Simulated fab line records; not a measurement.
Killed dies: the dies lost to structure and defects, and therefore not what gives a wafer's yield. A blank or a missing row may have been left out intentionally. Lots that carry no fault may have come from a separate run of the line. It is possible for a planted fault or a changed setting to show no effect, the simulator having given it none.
The tool behind it: which one? ; flow sky130 ; 33 wafers from 11 lots sampled at 2 of the route's 708 steps

WHAT THE GAUGES SHOWED, per wafer
SKY_CAP2M_OVL_MEAS_12.
lot;measured;on;CAP2M_OVL (nm)
L762;day 40 20:03;overlay-02;1.2 -0.1 0.5
L763;day 41 04:48;overlay-01;0.8 1.5 1.6
L769;day 43 01:14;overlay-02;-2.0 -2.1 -2.9
L771;day 43 14:01;overlay-01;-0.3 0.1 -0.7
L774;day 44 08:33;overlay-01;-0.5 0.2 0.7
L775;day 44 10:10;overlay-01;0.3 0.1 -0.2
L776;day 44 19:43;overlay-02;0.9 0.1 0.6
L777;day 44 20:22;overlay-02;-1.8 -1.1 0.3
L778;day 45 10:39;overlay-02;-2.6 -2.0 -3.0
L780;day 45 20:17;overlay-02;-0.4 -0.5 -0.5
L783;day 46 14:34;overlay-01;-1.3 -1.1 -1.4

WHAT TOOL EACH LOT RAN ON (gives the tool, then ch and the chambers of the sampled wafers, and finally the start)
lot;SKY_VIA3_STRIP_16
L762;plasma-asher-02 ch 0,1, day 39 18:12
L763;plasma-asher-04 ch 0,1, day 40 03:36
L769;plasma-asher-01 ch 0,1, day 42 00:04
L771;plasma-asher-04 ch 0,1, day 42 13:16
L774;plasma-asher-04 ch 0,1, day 43 09:14
L775;plasma-asher-02 ch 0,1, day 43 10:49
L776;plasma-asher-04 ch 0,1, day 43 19:17
L777;plasma-asher-01 ch 0,1, day 43 20:54
L778;plasma-asher-01 ch 0,1, day 44 10:51
L780;plasma-asher-02 ch 0,1, day 44 21:04
L783;plasma-asher-04 ch 0,1, day 45 15:26
- SKY_VIA3_STRIP_16: strips in O2/N2.

THE ANSWER, worked out from the rows above alone
Rule: the usual values come from the lots themselves. The widest of any qualifying gaps counts: lots, ordered by their means at a reading, are off when they make up no more than a third of the lots, leave a main group of 4 or more, and stand apart from it by 3 or more times the standard deviation of that group's means. A main group whose means are all the same, to the digits that the tables above print for the reading, isn't used. Also off: a lot with no number at a reading for which 4 or more lots have one. Where the step has rows for the other lots, those lots are counted as sound.
Nothing can be told from this: no lot is off at any reading shown.

WHAT THE SIMULATOR HAD PUT IN
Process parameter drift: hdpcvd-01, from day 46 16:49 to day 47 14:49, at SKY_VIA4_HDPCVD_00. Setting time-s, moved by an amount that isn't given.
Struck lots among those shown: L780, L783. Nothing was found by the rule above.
